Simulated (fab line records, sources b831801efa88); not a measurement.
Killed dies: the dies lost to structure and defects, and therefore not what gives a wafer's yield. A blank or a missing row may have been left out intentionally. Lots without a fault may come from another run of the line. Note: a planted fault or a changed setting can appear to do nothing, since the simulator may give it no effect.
fab line records + flow sky130
[record]
- lots = 6
- wafers = 18
- last-day = 50
route steps=708 shown VT_ADJUST_LVTN@116 VT_ADJUST_NCORE@119 PAD_OPEN@708
lots untouched by any fault: they come from a run of this same line in which no faults occurred
start-h: hours from the record's opening day to when the first of the lot's shown wafers began + wait-h: hours since the lot's step before + " as in the row above + L1.1+2: a single row standing in for several wafers + - value missing, or start not given + * or withheld: withheld + < > ~ a bound
route shown NAME@n: NAME is a module with steps in the file, n the number in the route of the first one + usual: average and standard deviation across the fault-free wafers + same: alike in all rows + chamber/n: place in a boat + sites: per-site readings + _std_site: how widely they spread, as a standard deviation + _edge_site: inner sites' mean taken away from outer sites' mean + radius-mm: for every site, how far away it sits from the centre of the wafer + mask NAME#n: copy n + behind: the tool/chamber that last shaped the wafer + hold: why the lot went on hold/how many hours it stayed there/how the hold came to an end + device: the transistor (n, p or np) that didn't switch + end of line: tests run on the same wafers once the route is complete + for a step that has no rows: nothing shown but its recipe + killed: dies that structure and defects cost at the first sort, which is not the same as the wafer's yield + map: per-die view of a wafer (x killed, . not killed, _ where there is no die)
set.NAME: the setting as run; set.NAME@STEP: as run at that earlier step + model.NAME: the simulator's own value behind a step, which no gauge read
lots at some steps of the route; a table a step, a row a wafer
services: from which hour (start-h, from the record's first day; less than 0 if before it) a tool's chamber was out of use, for how many hours, and why
[[steps]]
[step SKY_VT_ADJUST_LVTN_IMPLANT_19]
[recipe]
- species = B
- energy-kev = 30
- dose-cm2 = 6.5e+11
- tilt-deg = withheld
[step SKY_VT_ADJUST_LVTN_STRIP_20]
[recipe]
- chemistry = O2/N2
- power-w = 1400
- pressure-mtorr = 1500
- platen-temp-c = withheld
- o2-flow-sccm = 3000
- n2-flow-sccm = 300
- overash-fraction = 0.5
[usual]
- drypump-motor-current-A = 6.1/0.47
- oes-product-au = 0.715/0.0045
- strip-time-to-endpoint-s = 14.18/0.041
| lot.wafer | tool            | chamber | start-h | wait-h | drypump-motor-current-A | oes-product-au | rf-hours-counter-h | strip-time-to-endpoint-s |
|-----------|-----------------|---------|---------|--------|-------------------------|----------------|--------------------|--------------------------|
| L836.2    | plasma-asher-04 | 0       | 210.85  | 0.1    | 5.6                     | 0.721          | 10                 | 14.22                    |
| L836.3    | "               | 0       | "       | "      | 5.6                     | 0.724          | -                  | 14.17                    |
| L836.4    | "               | 1       | "       | "      | 6.0                     | 0.710          | -                  | 14.20                    |
| L843.4    | plasma-asher-04 | 0       | 258.73  | 0.1    | 5.6                     | 0.714          | -                  | 14.22                    |
| L843.5    | "               | 0       | "       | "      | 5.6                     | 0.713          | -                  | 14.23                    |
| L843.6    | "               | 1       | "       | "      | 6.0                     | 0.716          | -                  | 14.19                    |
| L846.2    | plasma-asher-01 | 0       | 281.21  | 0.1    | 5.4                     | 0.719          | 45                 | 14.17                    |
| L846.5    | "               | 0       | "       | "      | 5.4                     | 0.720          | -                  | 14.15                    |
| L846.6    | "               | 1       | "       | "      | 6.6                     | 0.723          | -                  | 14.23                    |
| L849.1    | plasma-asher-02 | 1       | 302.30  | 0.1    | 6.5                     | 0.716          | 64                 | 14.14                    |
| L849.2    | "               | 0       | "       | "      | 6.6                     | 0.716          | 64                 | 14.16                    |
| L849.3    | "               | 0       | "       | "      | 6.6                     | 0.712          | -                  | 14.16                    |
| L850.2    | plasma-asher-01 | 0       | 303.95  | 0.1    | 5.4                     | 0.720          | 47                 | 14.18                    |
| L850.4    | "               | 0       | "       | "      | 5.4                     | 0.717          | -                  | 14.13                    |
| L850.6    | "               | 0       | "       | "      | 5.4                     | 0.713          | -                  | 14.09                    |
| L851.1    | plasma-asher-02 | 0       | 309.50  | 0.1    | 6.6                     | 0.710          | 64                 | 14.16                    |
| L851.4    | "               | 0       | "       | "      | 6.6                     | 0.708          | -                  | 14.23                    |
| L851.5    | "               | 1       | "       | "      | 6.4                     | 0.728          | -                  | 14.16                    |
[step SKY_VT_ADJUST_LVTN_TW_MEAS_21]
[usual]
- VT_ADJUST_LVTN_2_TW = 187.3/1.5
| lot.wafer | tool          | chamber | start-h | wait-h | VT_ADJUST_LVTN_2_TW |
|-----------|---------------|---------|---------|--------|---------------------|
| L836.2    | film-metro-01 | -       | 210.96  | 0.1    | 189.7               |
| L836.3    | "             | -       | "       | "      | 188.6               |
| L836.4    | "             | -       | "       | "      | 189.6               |
| L843.4    | film-metro-01 | -       | 258.82  | 0.1    | 189.6               |
| L843.5    | "             | -       | "       | "      | 190.5               |
| L843.6    | "             | -       | "       | "      | 188.9               |
| L846.2    | film-metro-02 | -       | 281.32  | 0.1    | 188.3               |
| L846.5    | "             | -       | "       | "      | 187.5               |
| L846.6    | "             | -       | "       | "      | 188.9               |
| L849.1    | film-metro-04 | -       | 302.40  | 0.1    | 184.9               |
| L849.2    | "             | -       | "       | "      | 185.1               |
| L849.3    | "             | -       | "       | "      | 186.0               |
| L850.2    | film-metro-04 | -       | 304.06  | 0.1    | 186.0               |
| L850.4    | "             | -       | "       | "      | 186.1               |
| L850.6    | "             | -       | "       | "      | 185.8               |
| L851.1    | film-metro-04 | -       | 309.60  | 0.1    | 185.4               |
| L851.4    | "             | -       | "       | "      | 185.4               |
| L851.5    | "             | -       | "       | "      | 186.3               |
[step SKY_VT_ADJUST_NCORE_DEHYDRATE_00]
[recipe]
- temp-c = 200
- time-s = 60
[step SKY_VT_ADJUST_NCORE_HMDS_01]
[recipe]
- prime-time-s = 60
- prime-temp-c = 120
[step SKY_VT_ADJUST_NCORE_COAT_02]
[recipe]
- resist = NOVOLAK
- spin-rpm = 3000
- resist-thk-nm = 1140
[step SKY_VT_ADJUST_NCORE_SOFTBAKE_03]
[recipe]
- temp-c = 90
- time-s = 60
- resist = NOVOLAK
[step SKY_VT_ADJUST_NCORE_EXPOSE_04]
[recipe]
- mask-id = LVTN_COMPLEMENT_THIN
- na = 0.6
- source-shape = conventional
- sigma-outer = 0.6
- polarization = unpolarized
- target-cd-nm = 380
- dose-mj = 139
[step SKY_VT_ADJUST_NCORE_PEB_05]
[recipe]
- temp-c = withheld
- time-s = *
- resist = NOVOLAK
[step SKY_VT_ADJUST_NCORE_DEVELOP_06]
[recipe]
- resist = NOVOLAK
- developer = TMAH
- develop-time-s = 60
- dev-temp-c = 23
[step SKY_VT_ADJUST_NCORE_CD_MEAS_07]
[recipe]
- target-cd-nm = 380
[usual]
- cd-nm = 379.1/2.4
| lot.wafer | tool      | chamber | start-h | wait-h | cd-nm |
|-----------|-----------|---------|---------|--------|-------|
| L836.2    | cd-sem-01 | -       | 233.41  | 0.1    | 381.4 |
| L836.3    | "         | -       | "       | "      | 382.6 |
| L836.4    | "         | -       | "       | "      | 380.4 |
| L843.4    | cd-sem-01 | -       | 282.90  | 0.1    | 381.9 |
| L843.5    | "         | -       | "       | "      | 381.7 |
| L843.6    | "         | -       | "       | "      | 381.7 |
| L846.2    | cd-sem-02 | -       | 306.13  | 0.1    | 382.5 |
| L846.5    | "         | -       | "       | "      | 379.5 |
| L846.6    | "         | -       | "       | "      | 381.2 |
| L849.1    | cd-sem-01 | -       | 328.61  | 0.1    | 376.7 |
| L849.2    | "         | -       | "       | "      | 376.7 |
| L849.3    | "         | -       | "       | "      | 377.4 |
| L850.2    | cd-sem-01 | -       | 330.48  | 0.1    | 379.5 |
| L850.4    | "         | -       | "       | "      | 378.0 |
| L850.6    | "         | -       | "       | "      | 377.1 |
| L851.1    | cd-sem-02 | -       | 335.26  | 0.1    | 379.2 |
| L851.4    | "         | -       | "       | "      | 378.6 |
| L851.5    | "         | -       | "       | "      | 378.4 |
[step SKY_VT_ADJUST_NCORE_OVL_MEAS_08]
[usual]
- VT_ADJUST_NCORE_OVL = -1.2/1.7
| lot.wafer | tool       | chamber | start-h | wait-h | VT_ADJUST_NCORE_OVL[nm] |
|-----------|------------|---------|---------|--------|-------------------------|
| L836.2    | overlay-02 | -       | 233.51  | 0.1    | -0.4                    |
| L836.3    | "          | -       | "       | "      | 0.8                     |
| L836.4    | "          | -       | "       | "      | -0.1                    |
| L843.4    | overlay-01 | -       | 282.97  | 0.1    | -4.6                    |
| L843.5    | "          | -       | "       | "      | -3.8                    |
| L843.6    | "          | -       | "       | "      | -2.9                    |
| L846.2    | overlay-02 | -       | 306.24  | 0.1    | -3.0                    |
| L846.5    | "          | -       | "       | "      | -3.0                    |
| L846.6    | "          | -       | "       | "      | -2.9                    |
| L849.1    | overlay-02 | -       | 328.73  | 0.1    | -0.5                    |
| L849.2    | "          | -       | "       | "      | -2.7                    |
| L849.3    | "          | -       | "       | "      | -1.9                    |
| L850.2    | overlay-02 | -       | 330.59  | 0.1    | 0.8                     |
| L850.4    | "          | -       | "       | "      | 2.0                     |
| L850.6    | "          | -       | "       | "      | 0.6                     |
| L851.1    | overlay-02 | -       | 335.38  | 0.1    | 0.6                     |
| L851.4    | "          | -       | "       | "      | -1.2                    |
| L851.5    | "          | -       | "       | "      | -0.1                    |
[step SKY_VT_ADJUST_NCORE_IMPLANT_09]
[recipe]
- species = B
- energy-kev = 10
- dose-cm2 = 2.4e+12
- tilt-deg = withheld
[usual]
- beam-on-s = 10.03/0.2
- faraday-current-uA = 13.49/0.27
| lot.wafer | tool         | chamber | start-h | wait-h | beam-on-s | faraday-current-uA |
|-----------|--------------|---------|---------|--------|-----------|--------------------|
| L836.2    | implanter-02 | 0       | 233.57  | 0.0    | 10.24     | 13.21              |
| L836.3    | "            | 0       | "       | "      | 9.89      | 13.67              |
| L836.4    | "            | 0       | "       | "      | 9.95      | 13.59              |
| L843.4    | implanter-02 | 0       | 283.07  | 0.1    | 10.37     | 12.98              |
| L843.5    | "            | 0       | "       | "      | 9.93      | 13.58              |
| L843.6    | "            | 0       | "       | "      | 9.82      | 13.74              |
| L846.2    | implanter-02 | 0       | 306.29  | 0.0    | 12.03     | 11.27              |
| L846.5    | "            | 0       | "       | "      | 11.91     | 11.38              |
| L846.6    | "            | 0       | "       | "      | 11.76     | 11.47              |
| L849.1    | implanter-01 | 0       | 328.76  | 0.0    | 9.85      | 13.70              |
| L849.2    | "            | 0       | "       | "      | 9.82      | 13.82              |
| L849.3    | "            | 0       | "       | "      | 10.25     | 13.16              |
| L850.2    | implanter-01 | 0       | 330.64  | 0.0    | 10.11     | 13.44              |
| L850.4    | "            | 0       | "       | "      | 9.75      | 13.85              |
| L850.6    | "            | 0       | "       | "      | 10.23     | 13.22              |
| L851.1    | implanter-02 | 0       | 335.42  | 0.0    | 11.78     | 11.49              |
| L851.4    | "            | 0       | "       | "      | 12.09     | 11.16              |
| L851.5    | "            | 0       | "       | "      | 12.20     | 11.10              |
[step SKY_VT_ADJUST_NCORE_STRIP_10]
[recipe]
- chemistry = O2/N2
- power-w = 1400
- pressure-mtorr = 1500
- platen-temp-c = withheld
- o2-flow-sccm = 3000
- n2-flow-sccm = 300
- overash-fraction = 0.5
[usual]
- drypump-motor-current-A = 6.2/0.42
- oes-product-au = 0.716/0.004
- strip-time-to-endpoint-s = 14.18/0.033
| lot.wafer | tool            | chamber | start-h | wait-h | drypump-motor-current-A | oes-product-au | rf-hours-counter-h | strip-time-to-endpoint-s |
|-----------|-----------------|---------|---------|--------|-------------------------|----------------|--------------------|--------------------------|
| L836.2    | plasma-asher-01 | 1       | 233.69  | 0.1    | 6.6                     | 0.713          | 40                 | 14.15                    |
| L836.3    | "               | 0       | "       | "      | 5.4                     | 0.712          | -                  | 14.17                    |
| L836.4    | "               | 1       | "       | "      | 6.6                     | 0.724          | -                  | 14.15                    |
| L843.4    | plasma-asher-01 | 0       | 283.18  | 0.1    | 5.4                     | 0.724          | -                  | 14.14                    |
| L843.5    | "               | 0       | "       | "      | 5.4                     | 0.708          | -                  | 14.19                    |
| L843.6    | "               | 1       | "       | "      | 6.6                     | 0.711          | -                  | 14.20                    |
| L846.2    | plasma-asher-03 | 1       | 306.42  | 0.1    | 6.4                     | 0.720          | 57                 | 14.12                    |
| L846.5    | "               | 1       | "       | "      | 6.4                     | 0.716          | -                  | 14.17                    |
| L846.6    | "               | 0       | "       | "      | 6.0                     | 0.724          | -                  | 14.14                    |
| L849.1    | plasma-asher-02 | 1       | 328.91  | 0.1    | 6.4                     | 0.720          | 66                 | 14.21                    |
| L849.2    | "               | 0       | "       | "      | 6.6                     | 0.718          | 66                 | 14.20                    |
| L849.3    | "               | 1       | "       | "      | 6.4                     | 0.714          | -                  | 14.18                    |
| L850.2    | plasma-asher-03 | 1       | 330.77  | 0.1    | 6.4                     | 0.719          | 59                 | 14.19                    |
| L850.4    | "               | 0       | "       | "      | 5.9                     | 0.711          | -                  | 14.18                    |
| L850.6    | "               | 0       | "       | "      | 5.9                     | 0.719          | -                  | 14.24                    |
| L851.1    | plasma-asher-01 | 0       | 335.57  | 0.1    | 5.4                     | 0.711          | 50                 | 14.14                    |
| L851.4    | "               | 1       | "       | "      | 6.6                     | 0.722          | -                  | 14.18                    |
| L851.5    | "               | 1       | "       | "      | 6.6                     | 0.717          | -                  | 14.16                    |
[step SKY_VT_ADJUST_NCORE_TW_MEAS_11]
[usual]
- VT_ADJUST_NCORE_TW = 218.6/1.5
| lot.wafer | tool          | chamber | start-h | wait-h | hold                     | VT_ADJUST_NCORE_TW |
|-----------|---------------|---------|---------|--------|--------------------------|--------------------|
| L836.2    | film-metro-03 | -       | 233.80  | 0.1    | -                        | 218.8              |
| L836.3    | "             | -       | "       | "      | -                        | 217.7              |
| L836.4    | "             | -       | "       | "      | -                        | 216.0              |
| L843.4    | film-metro-04 | -       | 283.27  | 0.1    | -                        | 219.1              |
| L843.5    | "             | -       | "       | "      | -                        | 218.2              |
| L843.6    | "             | -       | "       | "      | -                        | 218.0              |
| L846.2    | film-metro-03 | -       | 306.53  | 0.1    | await-dispo/0.2h/release | 229.4              |
| L846.5    | "             | -       | "       | "      | await-dispo/0.2h/release | 229.8              |
| L846.6    | "             | -       | "       | "      | await-dispo/0.2h/release | 230.9              |
| L846.2    | film-metro-03 | -       | 306.75  | 0.2    | -                        | 229.8              |
| L846.5    | "             | -       | "       | "      | -                        | 230.1              |
| L846.6    | "             | -       | "       | "      | -                        | 228.9              |
| L849.1    | film-metro-04 | -       | 329.01  | 0.1    | -                        | 218.4              |
| L849.2    | "             | -       | "       | "      | -                        | 217.4              |
| L849.3    | "             | -       | "       | "      | -                        | 215.8              |
| L850.2    | film-metro-01 | -       | 330.88  | 0.1    | -                        | 218.5              |
| L850.4    | "             | -       | "       | "      | -                        | 218.5              |
| L850.6    | "             | -       | "       | "      | -                        | 218.0              |
| L851.1    | film-metro-04 | -       | 335.67  | 0.1    | await-dispo/0.2h/release | 228.2              |
| L851.4    | "             | -       | "       | "      | await-dispo/0.2h/release | 229.1              |
| L851.5    | "             | -       | "       | "      | await-dispo/0.2h/release | 229.3              |
| L851.1    | film-metro-04 | -       | 335.89  | 0.2    | -                        | 229.7              |
| L851.4    | "             | -       | "       | "      | -                        | 228.0              |
| L851.5    | "             | -       | "       | "      | -                        | 227.5              |
[step SKY_PAD_OPEN_PROBE_99]
[usual]
- killed_at_M0_to_M3 = 42/6.9
- killed_at_M4_up = 3.2/1.7
- killed-at-contacts = 23/5.5
- killed-at-front-end = 16/4
- killed-at-other = 0.4/0.55
- killed-dies = 85/9.2
- killed-open = 46/6.8
- killed-short = 38/6.2
[same]
- gross-dies = 492
- killed-at-back-side = 0
| lot.wafer | tool      | chamber | start-h | wait-h | killed_at_M0_to_M3 | killed_at_M4_up | killed-at-contacts | killed-at-front-end | killed-at-other | killed-dies | killed-open | killed-short | model.etest.nfet_16v.r-on-ohm-um | model.etest.pfet_16v.r-on-ohm-um | model.etest.pfet-g5v0d10v5.r-on-ohm-um | model.etest.res-pwell-under-gate.rs-ohm-sq | model.etest.nfet-g5v0d10v5.r-on-ohm-um | model.etest.tip_p_5v.rs-ohm-sq | model.etest.tip_n_5v.rs-ohm-sq | model.etest.nfet-g5v0d10v5.drive-ua-um |
|-----------|-----------|---------|---------|--------|--------------------|-----------------|--------------------|---------------------|-----------------|-------------|-------------|--------------|----------------------------------|----------------------------------|----------------------------------------|--------------------------------------------|----------------------------------------|--------------------------------|--------------------------------|----------------------------------------|
| L836.2    | prober-02 | -       | 1143.46 | 0.1    | 69                 | 2               | 12                 | 20                  | 0               | 103         | 53          | 50           | 1.402e+04                        | 1.561e+04                        | 4802                                   | 2306                                       | 1889                                   | 2873                           | 1414                           | 599.6                                  |
| L836.3    | prober-02 | -       | 1143.51 | 0.2    | 43                 | 2               | 27                 | 21                  | 1               | 94          | 58          | 35           | 1.393e+04                        | 1.601e+04                        | 4811                                   | 2312                                       | 1891                                   | 2907                           | 1413                           | 600.6                                  |
| L836.4    | prober-02 | -       | 1143.56 | 0.2    | 37                 | 3               | 20                 | 20                  | 0               | 80          | 44          | 36           | 1.398e+04                        | 1.613e+04                        | 4820                                   | 2309                                       | 1903                                   | 2870                           | 1422                           | 603.2                                  |
| L843.4    | prober-02 | -       | 1156.18 | 0.2    | 41                 | 4               | 22                 | 15                  | 0               | 82          | 53          | 29           | 1.414e+04                        | 1.503e+04                        | 4666                                   | 2281                                       | 1877                                   | 2846                           | 1372                           | 610.8                                  |
| L843.5    | prober-02 | -       | 1156.23 | 0.2    | 39                 | 1               | 25                 | 18                  | 0               | 83          | 44          | 38           | 1.41e+04                         | 1.499e+04                        | 4759                                   | 2280                                       | 1886                                   | 2846                           | 1380                           | 610.2                                  |
| L843.6    | prober-02 | -       | 1156.28 | 0.2    | 40                 | 4               | 22                 | 14                  | 0               | 80          | 45          | 34           | 1.414e+04                        | 1.508e+04                        | 4709                                   | 2275                                       | 1883                                   | 2844                           | 1379                           | 612.1                                  |
| L846.2    | prober-01 | -       | 1171.51 | 0.1    | 40                 | 5               | 36                 | 11                  | 0               | 92          | 54          | 38           | 1.552e+04                        | 1.479e+04                        | 4494                                   | 2217                                       | 1977                                   | 2800                           | 1427                           | 568.6                                  |
| L846.5    | prober-01 | -       | 1171.66 | 0.2    | 38                 | 4               | 27                 | 15                  | 1               | 85          | 48          | 37           | 1.545e+04                        | 1.458e+04                        | 4468                                   | 2212                                       | 1933                                   | 2816                           | 1426                           | 568.7                                  |
| L846.6    | prober-01 | -       | 1171.71 | 0.2    | 50                 | 2               | 31                 | 17                  | 1               | 101         | 61          | 40           | 1.535e+04                        | 1.47e+04                         | 4542                                   | 2219                                       | 1973                                   | 2831                           | 1433                           | 566.1                                  |
| L849.1    | prober-02 | -       | 1188.63 | 0.1    | 39                 | 0               | 25                 | 22                  | 0               | 86          | 43          | 39           | 1.45e+04                         | 1.506e+04                        | 4678                                   | 2268                                       | 1874                                   | 2824                           | 1408                           | 609.5                                  |
| L849.2    | prober-02 | -       | 1188.68 | 0.1    | 39                 | 3               | 33                 | 12                  | 0               | 87          | 50          | 36           | 1.463e+04                        | 1.525e+04                        | 4707                                   | 2270                                       | 1896                                   | 2818                           | 1392                           | 606.6                                  |
| L849.3    | prober-02 | -       | 1188.73 | 0.2    | 40                 | 3               | 21                 | 15                  | 1               | 80          | 36          | 42           | 1.465e+04                        | 1.521e+04                        | 4707                                   | 2268                                       | 1902                                   | 2778                           | 1411                           | 603.1                                  |
| L850.2    | prober-01 | -       | 1190.18 | 0.1    | 39                 | 3               | 20                 | 14                  | 0               | 76          | 50          | 26           | 1.406e+04                        | 1.506e+04                        | 4664                                   | 2266                                       | 1846                                   | 2857                           | 1370                           | 620.9                                  |
| L850.4    | prober-01 | -       | 1190.28 | 0.2    | 34                 | 5               | 21                 | 12                  | 1               | 73          | 39          | 34           | 1.406e+04                        | 1.5e+04                          | 4727                                   | 2289                                       | 1861                                   | 2848                           | 1376                           | 619.2                                  |
| L850.6    | prober-01 | -       | 1190.38 | 0.2    | 41                 | 4               | 24                 | 26                  | 0               | 95          | 54          | 41           | 1.417e+04                        | 1.5e+04                          | 4666                                   | 2277                                       | 1853                                   | 2844                           | 1381                           | 616.5                                  |
| L851.1    | prober-02 | -       | 1191.88 | 0.1    | 45                 | 0               | 18                 | 20                  | 0               | 83          | 43          | 40           | 1.475e+04                        | 1.508e+04                        | 4564                                   | 2247                                       | 1914                                   | 2860                           | 1418                           | 590.4                                  |
| L851.4    | prober-02 | -       | 1192.03 | 0.2    | 49                 | 1               | 23                 | 15                  | 0               | 88          | 50          | 38           | 1.474e+04                        | 1.531e+04                        | 4575                                   | 2249                                       | 1929                                   | 2864                           | 1411                           | 581.5                                  |
| L851.5    | prober-02 | -       | 1192.08 | 0.2    | 47                 | 2               | 26                 | 15                  | 0               | 90          | 47          | 43           | 1.485e+04                        | 1.51e+04                         | 4664                                   | 2242                                       | 1959                                   | 2848                           | 1416                           | 580                                    |
// killed by level:class
L836.2 VIA1:geometric-particle:open=16 METAL2:geometric-particle:short=15 VIA1:geometric-particle:short=9 VIA3:geometric-particle:open=8 METAL1:geometric-particle:short=7 FIELD_ISO:geometric-particle:short=5 LI_CONTACT:geometric-particle:open=5 CONTACT:geometric-particle:open=5
L836.3 VIA1:geometric-particle:open=14 CONTACT:geometric-particle:open=9 LI_CONTACT:geometric-particle:open=9 FIELD_ISO:geometric-particle:open=7 VIA1:geometric-particle:short=7 VIA2:geometric-particle:open=6 FIELD_ISO:geometric-particle:short=5 POLY_GATE:geometric-particle:open=5
L836.4 LI_CONTACT:geometric-particle:open=8 VIA1:geometric-particle:open=8 FIELD_ISO:geometric-particle:open=7 FIELD_ISO:geometric-particle:short=6 VIA2:geometric-particle:open=5 CONTACT:geometric-particle:open=5 METAL1:geometric-particle:short=4 POLY_GATE:geometric-particle:short=3
L843.4 CONTACT:geometric-particle:open=11 VIA1:geometric-particle:open=11 VIA2:geometric-particle:open=9 LI_CONTACT:geometric-particle:open=8 FIELD_ISO:geometric-particle:short=4 METAL1:geometric-particle:short=4 VIA1:geometric-particle:short=4 FIELD_ISO:geometric-particle:open=3
L843.5 CONTACT:geometric-particle:open=10 METAL1:geometric-particle:short=7 VIA1:geometric-particle:open=7 METAL2:geometric-particle:open=5 LI_CONTACT:geometric-particle:open=5 VIA2:geometric-particle:open=5 FIELD_ISO:geometric-particle:short=4 CONTACT:geometric-particle:short=4
L843.6 CONTACT:geometric-particle:open=8 METAL1:geometric-particle:short=8 VIA2:geometric-particle:open=7 FIELD_ISO:geometric-particle:short=6 LI_CONTACT:geometric-particle:open=6 VIA1:geometric-particle:open=6 FIELD_ISO:geometric-particle:open=5 CONTACT:geometric-particle:short=5
L846.2 VIA1:geometric-particle:open=16 CONTACT:geometric-particle:open=16 CONTACT:geometric-particle:short=10 LI_CONTACT:geometric-particle:open=6 FIELD_ISO:geometric-particle:short=5 VIA2:geometric-particle:open=4 VIA1:geometric-particle:short=4 METAL2:geometric-particle:short=4
L846.5 CONTACT:geometric-particle:open=15 METAL2:geometric-particle:short=8 LI_CONTACT:geometric-particle:open=6 VIA2:geometric-particle:open=6 VIA1:geometric-particle:open=5 VIA1:geometric-particle:short=5 FIELD_ISO:geometric-particle:open=4 POLY_GATE:geometric-particle:open=4
L846.6 VIA1:geometric-particle:open=14 CONTACT:geometric-particle:open=12 LI_CONTACT:geometric-particle:open=11 VIA3:geometric-particle:open=7 METAL1:geometric-particle:short=6 VIA1:geometric-particle:short=6 FIELD_ISO:geometric-particle:short=5 METAL2:geometric-particle:short=5
L849.1 CONTACT:geometric-particle:open=7 LI_CONTACT:geometric-particle:open=7 VIA1:geometric-particle:open=7 VIA3:geometric-particle:short=6 LI_CONTACT:geometric-particle:short=4 METAL2:geometric-particle:short=4 VIA1:geometric-particle:short=4 VIA2:geometric-particle:open=4
L849.2 CONTACT:geometric-particle:open=13 LI_CONTACT:geometric-particle:open=7 VIA3:geometric-particle:open=6 LOCAL_INTERCONNECT:geometric-particle:short=6 VIA1:geometric-particle:short=6 VIA1:geometric-particle:open=6 VIA2:geometric-particle:open=6 CONTACT:geometric-particle:short=5
L849.3 METAL1:geometric-particle:short=9 VIA1:geometric-particle:open=7 VIA3:geometric-particle:open=7 CONTACT:geometric-particle:open=6 METAL2:geometric-particle:short=6 LI_CONTACT:geometric-particle:open=5 CONTACT:geometric-particle:short=5 FIELD_ISO:geometric-particle:short=4
L850.2 CONTACT:geometric-particle:open=10 VIA3:geometric-particle:open=10 LI_CONTACT:geometric-particle:open=7 VIA2:geometric-particle:open=7 VIA1:geometric-particle:open=6 METAL1:geometric-particle:short=5 SPACER:geometric-particle:open=4 METAL2:geometric-particle:short=4
L850.4 CONTACT:geometric-particle:open=12 VIA3:geometric-particle:open=7 VIA2:geometric-particle:open=6 METAL2:geometric-particle:short=6 FIELD_ISO:geometric-particle:short=5 VIA2:geometric-particle:short=5 VIA1:geometric-particle:short=4 POLY_GATE:geometric-particle:open=3
L850.6 VIA1:geometric-particle:open=12 CONTACT:geometric-particle:open=9 LI_CONTACT:geometric-particle:open=8 FIELD_ISO:geometric-particle:open=7 POLY_GATE:geometric-particle:open=7 METAL2:geometric-particle:short=7 FIELD_ISO:geometric-particle:short=5 METAL3:geometric-particle:short=4
L851.1 VIA3:geometric-particle:open=11 VIA1:geometric-particle:open=9 CONTACT:geometric-particle:open=7 POLY_GATE:geometric-particle:short=7 VIA1:geometric-particle:short=6 FIELD_ISO:geometric-particle:short=5 LI_CONTACT:geometric-particle:open=5 CONTACT:geometric-particle:short=4
L851.4 VIA1:geometric-particle:open=12 VIA3:geometric-particle:open=8 CONTACT:geometric-particle:open=7 METAL2:geometric-particle:short=7 VIA2:geometric-particle:open=7 CONTACT:geometric-particle:short=6 LI_CONTACT:geometric-particle:open=4 FIELD_ISO:geometric-particle:open=3
L851.5 VIA1:geometric-particle:open=14 CONTACT:geometric-particle:open=10 VIA1:geometric-particle:short=8 VIA3:geometric-particle:open=7 CONTACT:geometric-particle:short=6 FIELD_ISO:geometric-particle:short=5 LOCAL_INTERCONNECT:geometric-particle:short=4 METAL1:geometric-particle:short=4
[[services]]
| tool            | chamber | start-h | hours | kind   |
|-----------------|---------|---------|-------|--------|
| implanter-02    | -       | 199.21  | 6.1   | pm     |
| implanter-01    | -       | 225.32  | 3.0   | pm     |
| plasma-asher-02 | -       | 229.49  | 5.3   | pm     |
| plasma-asher-04 | -       | 231.31  | 0.7   | repair |
| implanter-01    | -       | 231.84  | 3.8   | pm     |
| plasma-asher-03 | -       | 264.96  | 1.8   | repair |
| plasma-asher-03 | -       | 283.11  | 3.4   | repair |
| implanter-02    | -       | 290.97  | 2.7   | repair |
| plasma-asher-04 | -       | 305.14  | 1.0   | repair |
| plasma-asher-03 | -       | 324.09  | 1.9   | repair |
| plasma-asher-02 | -       | 335.44  | 14.6  | pm     |
[[key]]
[first-sign]
- step = SKY_VT_ADJUST_NCORE_IMPLANT_09
- reading = beam-on-s
- direction = up
- sigmas = 9.6
- usual = 10.03
- struck = 11.96
[effect]
- step = SKY_VT_ADJUST_NCORE_IMPLANT_09
- reading = faraday-current-uA
- direction = down
- sigmas = 8.2
- usual = 13.49
- struck = 11.31
[effect]
- step = SKY_VT_ADJUST_NCORE_TW_MEAS_11
- reading = visit
- direction = added
[effect]
- step = SKY_VT_ADJUST_NCORE_TW_MEAS_11
- reading = VT_ADJUST_NCORE_TW
- direction = up
- sigmas = 7.1
- usual = 218.6
- struck = 229.4
[model-effect]
- step = SKY_PAD_OPEN_PROBE_99
- value = etest.nfet_16v.r-on-ohm-um
- without = 1.419e+04
- struck = 1.511e+04
met-at SKY_VT_ADJUST_NCORE_IMPLANT_09
struck-wafers L846.2,L846.5,L846.6,L851.1,L851.4,L851.5
tester-left-out L846,L851
onset-between 283.07 306.29
[fault]
- kind = process-parameter-drift
- tool = implanter-02
- chamber = -
- onset-h = 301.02
- steps = SKY_VT_ADJUST_NCORE_IMPLANT_09
- channel = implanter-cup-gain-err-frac
- offset = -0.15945
- shape = step
- end-h = 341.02
// tester-left-out: of these lots the tester's yield and bins aren't shown, on N5 and GAA mostly nor the transistor test; their killed dies are dies lost to structure and defects alone, not to doping, threshold or leakage, so they don't give the yield
